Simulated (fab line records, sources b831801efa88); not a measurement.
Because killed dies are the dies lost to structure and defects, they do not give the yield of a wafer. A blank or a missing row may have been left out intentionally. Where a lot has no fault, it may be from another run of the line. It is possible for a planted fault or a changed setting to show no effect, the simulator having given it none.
Which tool did it? :: flow sky130 :: 33 wafers from 11 lots sampled at 5 of the route's 708 steps

== WHAT THE GAUGES READ, wafer by wafer ==
SKY_GATE_OXIDE_THK_MEAS_02. Usual: GATE_OXIDE_OXIDATION_00_THK gives 10.38 nm (standard deviation 0.2).
lot: L293
measured: day 12 20:07
on: film-metro-04
GATE_OXIDE_OXIDATION_00_THK (nm): 10.79 10.68 10.61
flag: 

lot: L294
measured: day 13 05:02
on: film-metro-03
GATE_OXIDE_OXIDATION_00_THK (nm): 10.54 10.47 10.45
flag: 

lot: L296
measured: day 13 21:57
on: film-metro-03
GATE_OXIDE_OXIDATION_00_THK (nm): 10.54 10.29 10.37
flag: 

lot: L297
measured: day 14 13:10
on: film-metro-01
GATE_OXIDE_OXIDATION_00_THK (nm): 5.88 5.90 5.92
flag: OFF

lot: L298
measured: day 14 14:34
on: film-metro-03
GATE_OXIDE_OXIDATION_00_THK (nm): 6.08 6.14 6.02
flag: OFF

lot: L307
measured: day 17 18:08
on: film-metro-04
GATE_OXIDE_OXIDATION_00_THK (nm): 10.09 10.09 10.05
flag: 

lot: L308
measured: day 17 22:19
on: film-metro-04
GATE_OXIDE_OXIDATION_00_THK (nm): 10.49 10.59 10.61
flag: 

lot: L309
measured: day 18 12:18
on: film-metro-04
GATE_OXIDE_OXIDATION_00_THK (nm): 10.63 10.37 10.51
flag: 

lot: L312
measured: day 19 05:06
on: film-metro-04
GATE_OXIDE_OXIDATION_00_THK (nm): 10.42 10.38 10.50
flag: 

lot: L313
measured: day 19 12:12
on: film-metro-03
GATE_OXIDE_OXIDATION_00_THK (nm): 10.44 10.26 10.20
flag: 

lot: L314
measured: day 19 20:34
on: film-metro-04
GATE_OXIDE_OXIDATION_00_THK (nm): 10.42 10.56 10.43
flag: 

== WHICH TOOL RAN EACH LOT (tool, then ch and the chambers of the sampled wafers, then the start) ==
lot: L293
SKY_FIELD_ISO_ETCH_17: rie-si-01 ch 0,1,2, day 2 05:16
SKY_DNWELL_STRIP_08: plasma-asher-02 ch 0,1, day 3 05:17
SKY_NWELL_RTA_28: rtp-anneal-02 ch 0, day 5 10:31
SKY_GATE_OXIDE_OXIDATION_01: furnace-02 ch 0, day 12 18:42

lot: L294
SKY_FIELD_ISO_ETCH_17: rie-si-01 ch 1,2,3, day 2 13:20
SKY_DNWELL_STRIP_08: plasma-asher-02 ch 0,1, day 3 10:58
SKY_NWELL_RTA_28: rtp-anneal-01 ch 0, day 5 16:37
SKY_GATE_OXIDE_OXIDATION_01: furnace-01 ch 0, day 13 03:38

lot: L296
SKY_FIELD_ISO_ETCH_17: rie-si-02 ch 2, day 2 23:14
SKY_DNWELL_STRIP_08: plasma-asher-04 ch 0,1, day 3 23:59
SKY_NWELL_RTA_28: rtp-anneal-02 ch 0, day 6 07:40
SKY_GATE_OXIDE_OXIDATION_01: furnace-01 ch 0, day 13 20:32

lot: L297
SKY_FIELD_ISO_ETCH_17: rie-si-02 ch 1,2, day 3 06:20
SKY_DNWELL_STRIP_08: plasma-asher-01 ch 0,1, day 4 08:23
SKY_NWELL_RTA_28: rtp-anneal-01 ch 0, day 6 17:04
SKY_GATE_OXIDE_OXIDATION_01: furnace-01 ch 0, day 14 11:44

lot: L298
SKY_FIELD_ISO_ETCH_17: rie-si-01 ch 0,1,2, day 3 08:00
SKY_DNWELL_STRIP_08: plasma-asher-02 ch 0,1, day 4 08:25
SKY_NWELL_RTA_28: rtp-anneal-02 ch 0, day 6 18:01
SKY_GATE_OXIDE_OXIDATION_01: furnace-01 ch 0, day 14 13:09

lot: L307
SKY_FIELD_ISO_ETCH_17: rie-si-02 ch 0,2,3, day 5 06:38
SKY_DNWELL_STRIP_08: plasma-asher-01 ch 0,1, day 6 11:20
SKY_NWELL_RTA_28: rtp-anneal-01 ch 0, day 9 01:56
SKY_GATE_OXIDE_OXIDATION_01: furnace-01 ch 0, day 17 16:44

lot: L308
SKY_FIELD_ISO_ETCH_17: rie-si-02 ch 2,3, day 5 11:16
SKY_DNWELL_STRIP_08: plasma-asher-02 ch 1, day 6 16:14
SKY_NWELL_RTA_28: rtp-anneal-02 ch 0, day 9 07:07
SKY_GATE_OXIDE_OXIDATION_01: furnace-01 ch 0, day 17 20:53

lot: L309
SKY_FIELD_ISO_ETCH_17: rie-si-01 ch 1,2,3, day 5 18:49
SKY_DNWELL_STRIP_08: plasma-asher-04 ch 0,1, day 6 22:19
SKY_NWELL_RTA_28: rtp-anneal-01 ch 0, day 9 14:55
SKY_GATE_OXIDE_OXIDATION_01: furnace-01 ch 0, day 18 10:54

lot: L312
SKY_FIELD_ISO_ETCH_17: rie-si-02 ch 1,2,3, day 6 09:08
SKY_DNWELL_STRIP_08: plasma-asher-01 ch 0,1, day 7 11:40
SKY_NWELL_RTA_28: rtp-anneal-01 ch 0, day 10 02:18
SKY_GATE_OXIDE_OXIDATION_01: furnace-01 ch 0, day 19 03:41

lot: L313
SKY_FIELD_ISO_ETCH_17: rie-si-01 ch 0,1,3, day 6 13:14
SKY_DNWELL_STRIP_08: plasma-asher-01 ch 0,1, day 7 15:20
SKY_NWELL_RTA_28: rtp-anneal-01 ch 0, day 10 07:54
SKY_GATE_OXIDE_OXIDATION_01: furnace-01 ch 0, day 19 10:46

lot: L314
SKY_FIELD_ISO_ETCH_17: rie-si-01 ch 0,2,3, day 6 20:14
SKY_DNWELL_STRIP_08: plasma-asher-01 ch 0,1, day 7 22:25
SKY_NWELL_RTA_28: rtp-anneal-02 ch 0, day 10 15:16
SKY_GATE_OXIDE_OXIDATION_01: furnace-01 ch 0, day 19 19:09
- SKY_FIELD_ISO_ETCH_17: etches Si in HBr/Cl2/O2, target depth 342 nm, time 97.7 s.
- SKY_DNWELL_STRIP_08: strips in O2/N2.
- SKY_NWELL_RTA_28: time 30 s.
- SKY_GATE_OXIDE_OXIDATION_01: stabilise 600 s, purge 300 s, target thk 10.268 nm.

== WHAT THE TOOLS THEMSELVES READ (means of the sampled wafers that have a number; where no wafer has one, the mark that the record gives instead) ==
SKY_FIELD_ISO_ETCH_17. Usual: HBr_flow_sccm 150.0 sccm, standard deviation 0.51; chamber-pressure-mTorr 15.000 mTorr, standard deviation 0.014; drypump-motor-current-A 5.8 A, standard deviation 0.52; oes-product-au 0.998 a.u., standard deviation 0.015; throttle-valve-pct 25.658 %, standard deviation 0.013.
lot: L293
tool: rie-si-01
HBr_flow_sccm (sccm): 149.8
chamber-pressure-mTorr (mTorr): 14.992
drypump-motor-current-A (A): 5.4
oes-product-au (a.u.): 1.001
throttle-valve-pct (%): 25.655
flag: 

lot: L294
tool: rie-si-01
HBr_flow_sccm (sccm): 149.9
chamber-pressure-mTorr (mTorr): 15.003
drypump-motor-current-A (A): 5.7
oes-product-au (a.u.): 0.984
throttle-valve-pct (%): 25.656
flag: 

lot: L296
tool: rie-si-02
HBr_flow_sccm (sccm): 149.9
chamber-pressure-mTorr (mTorr): 15.004
drypump-motor-current-A (A): 5.4
oes-product-au (a.u.): 1.004
throttle-valve-pct (%): 25.655
flag: 

lot: L297
tool: rie-si-02
HBr_flow_sccm (sccm): 149.5
chamber-pressure-mTorr (mTorr): 15.000
drypump-motor-current-A (A): 5.9
oes-product-au (a.u.): 1.003
throttle-valve-pct (%): 25.663
flag: 

lot: L298
tool: rie-si-01
HBr_flow_sccm (sccm): 149.9
chamber-pressure-mTorr (mTorr): 15.008
drypump-motor-current-A (A): 5.4
oes-product-au (a.u.): 0.984
throttle-valve-pct (%): 25.673
flag: 

lot: L307
tool: rie-si-02
HBr_flow_sccm (sccm): 150.6
chamber-pressure-mTorr (mTorr): 14.993
drypump-motor-current-A (A): 5.9
oes-product-au (a.u.): 1.007
throttle-valve-pct (%): 25.649
flag: 

lot: L308
tool: rie-si-02
HBr_flow_sccm (sccm): 150.4
chamber-pressure-mTorr (mTorr): 15.000
drypump-motor-current-A (A): 5.9
oes-product-au (a.u.): 1.028
throttle-valve-pct (%): 25.646
flag: 

lot: L309
tool: rie-si-01
HBr_flow_sccm (sccm): 149.8
chamber-pressure-mTorr (mTorr): 14.991
drypump-motor-current-A (A): 5.7
oes-product-au (a.u.): 0.986
throttle-valve-pct (%): 25.677
flag: 

lot: L312
tool: rie-si-02
HBr_flow_sccm (sccm): 150.1
chamber-pressure-mTorr (mTorr): 14.990
drypump-motor-current-A (A): 5.9
oes-product-au (a.u.): 1.010
throttle-valve-pct (%): 25.652
flag: 

lot: L313
tool: rie-si-01
HBr_flow_sccm (sccm): 149.6
chamber-pressure-mTorr (mTorr): 15.000
drypump-motor-current-A (A): 5.9
oes-product-au (a.u.): 0.991
throttle-valve-pct (%): 25.665
flag: 

lot: L314
tool: rie-si-01
HBr_flow_sccm (sccm): 150.2
chamber-pressure-mTorr (mTorr): 14.994
drypump-motor-current-A (A): 5.8
oes-product-au (a.u.): 0.988
throttle-valve-pct (%): 25.665
flag: 

SKY_DNWELL_STRIP_08. Usual: chamber-pressure-mTorr 1500.2 mTorr, standard deviation 1.4; drypump-motor-current-A 5.9 A, standard deviation 0.57; oes-product-au 0.722 a.u., standard deviation 0.0048; strip-time-to-endpoint-s 36.92 s, standard deviation 0.08.
lot: L293
tool: plasma-asher-02
chamber-pressure-mTorr (mTorr): 1498.9
drypump-motor-current-A (A): 6.1
oes-product-au (a.u.): 0.723
strip-time-to-endpoint-s (s): 37.01
flag: 

lot: L294
tool: plasma-asher-02
chamber-pressure-mTorr (mTorr): 1500.2
drypump-motor-current-A (A): 6.4
oes-product-au (a.u.): 0.725
strip-time-to-endpoint-s (s): 36.98
flag: 

lot: L296
tool: plasma-asher-04
chamber-pressure-mTorr (mTorr): 1500.8
drypump-motor-current-A (A): 5.6
oes-product-au (a.u.): 0.718
strip-time-to-endpoint-s (s): 36.81
flag: 

lot: L297
tool: plasma-asher-01
chamber-pressure-mTorr (mTorr): 1499.1
drypump-motor-current-A (A): 5.7
oes-product-au (a.u.): 0.722
strip-time-to-endpoint-s (s): 36.87
flag: 

lot: L298
tool: plasma-asher-02
chamber-pressure-mTorr (mTorr): 1502.9
drypump-motor-current-A (A): 6.1
oes-product-au (a.u.): 0.721
strip-time-to-endpoint-s (s): 36.78
flag: 

lot: L307
tool: plasma-asher-01
chamber-pressure-mTorr (mTorr): 1501.0
drypump-motor-current-A (A): 5.7
oes-product-au (a.u.): 0.720
strip-time-to-endpoint-s (s): 36.97
flag: 

lot: L308
tool: plasma-asher-02
chamber-pressure-mTorr (mTorr): 1500.2
drypump-motor-current-A (A): 5.8
oes-product-au (a.u.): 0.725
strip-time-to-endpoint-s (s): 36.90
flag: 

lot: L309
tool: plasma-asher-04
chamber-pressure-mTorr (mTorr): 1501.8
drypump-motor-current-A (A): 5.6
oes-product-au (a.u.): 0.727
strip-time-to-endpoint-s (s): 36.90
flag: 

lot: L312
tool: plasma-asher-01
chamber-pressure-mTorr (mTorr): 1500.7
drypump-motor-current-A (A): 5.7
oes-product-au (a.u.): 0.722
strip-time-to-endpoint-s (s): 36.88
flag: 

lot: L313
tool: plasma-asher-01
chamber-pressure-mTorr (mTorr): 1498.9
drypump-motor-current-A (A): 5.4
oes-product-au (a.u.): 0.724
strip-time-to-endpoint-s (s): 36.95
flag: 

lot: L314
tool: plasma-asher-01
chamber-pressure-mTorr (mTorr): 1499.9
drypump-motor-current-A (A): 5.7
oes-product-au (a.u.): 0.720
strip-time-to-endpoint-s (s): 37.02
flag: 

SKY_NWELL_RTA_28. Usual: lamp-power-pct 25.31 %, standard deviation 0.05; wafer_temp_C_max 1054.9, standard deviation 0.93.
lot: L293
tool: rtp-anneal-02
lamp-power-pct (%): 25.30
wafer_temp_C_max: 1054.7
flag: 

lot: L294
tool: rtp-anneal-01
lamp-power-pct (%): 25.32
wafer_temp_C_max: 1055.0
flag: 

lot: L296
tool: rtp-anneal-02
lamp-power-pct (%): 25.28
wafer_temp_C_max: 1055.7
flag: 

lot: L297
tool: rtp-anneal-01
lamp-power-pct (%): 25.37
wafer_temp_C_max: 1055.2
flag: 

lot: L298
tool: rtp-anneal-02
lamp-power-pct (%): 25.34
wafer_temp_C_max: 1054.4
flag: 

lot: L307
tool: rtp-anneal-01
lamp-power-pct (%): 25.31
wafer_temp_C_max: 1055.0
flag: 

lot: L308
tool: rtp-anneal-02
lamp-power-pct (%): 25.32
wafer_temp_C_max: 1054.8
flag: 

lot: L309
tool: rtp-anneal-01
lamp-power-pct (%): 25.29
wafer_temp_C_max: 1054.8
flag: 

lot: L312
tool: rtp-anneal-01
lamp-power-pct (%): 25.33
wafer_temp_C_max: 1053.7
flag: 

lot: L313
tool: rtp-anneal-01
lamp-power-pct (%): 25.29
wafer_temp_C_max: 1054.4
flag: 

lot: L314
tool: rtp-anneal-02
lamp-power-pct (%): 25.28
wafer_temp_C_max: 1055.2
flag: 

SKY_GATE_OXIDE_OXIDATION_01. Usual: spike-tc-upper-C 900.4 C, standard deviation 0.99; tube_center_temp_C_max 902.4, standard deviation 0.37.
lot: L293
tool: furnace-02
spike-tc-upper-C (C): 901.3
tube_center_temp_C_max: 902.4
flag: 

lot: L294
tool: furnace-01
spike-tc-upper-C (C): 899.8
tube_center_temp_C_max: 902.4
flag: 

lot: L296
tool: furnace-01
spike-tc-upper-C (C): 900.0
tube_center_temp_C_max: 902.8
flag: 

lot: L297
tool: furnace-01
spike-tc-upper-C (C): 900.6
tube_center_temp_C_max: 902.8
flag: 

lot: L298
tool: furnace-01
spike-tc-upper-C (C): 900.0
tube_center_temp_C_max: 902.4
flag: 

lot: L307
tool: furnace-01
spike-tc-upper-C (C): 900.5
tube_center_temp_C_max: 901.9
flag: 

lot: L308
tool: furnace-01
spike-tc-upper-C (C): 899.8
tube_center_temp_C_max: 902.2
flag: 

lot: L309
tool: furnace-01
spike-tc-upper-C (C): 901.2
tube_center_temp_C_max: 902.2
flag: 

lot: L312
tool: furnace-01
spike-tc-upper-C (C): 902.1
tube_center_temp_C_max: 902.4
flag: 

lot: L313
tool: furnace-01
spike-tc-upper-C (C): 900.0
tube_center_temp_C_max: 902.0
flag: 

lot: L314
tool: furnace-01
spike-tc-upper-C (C): 900.7
tube_center_temp_C_max: 902.1
flag: 

== THE ANSWER, worked out from the rows above alone ==
Rule: lot off if the mean of its wafers having a number is beyond 3 standard deviations from the usual mean. A lot without any number at a reading at which 4 lots or more have one is off too. Any other lot the step has rows for is counted as sound. First the gauges in route order, then the tools' own readings, where a lot's mean is used as printed above. At the first step where some lot is off, the reading lying furthest off is the one used; lots without a number count as furthest.
Off: L297, L298, at SKY_GATE_OXIDE_THK_MEAS_02 (GATE_OXIDE_OXIDATION_00_THK).
A tool fits if, at a process step before that reading, it ran every lot that is off, and no sound lot after the first of them. Those tools and the gauges at SKY_GATE_OXIDE_THK_MEAS_02 are tried in the same way. No candidate that was tried fits.

== WHAT HAD BEEN PUT IN BY THE SIMULATOR ==
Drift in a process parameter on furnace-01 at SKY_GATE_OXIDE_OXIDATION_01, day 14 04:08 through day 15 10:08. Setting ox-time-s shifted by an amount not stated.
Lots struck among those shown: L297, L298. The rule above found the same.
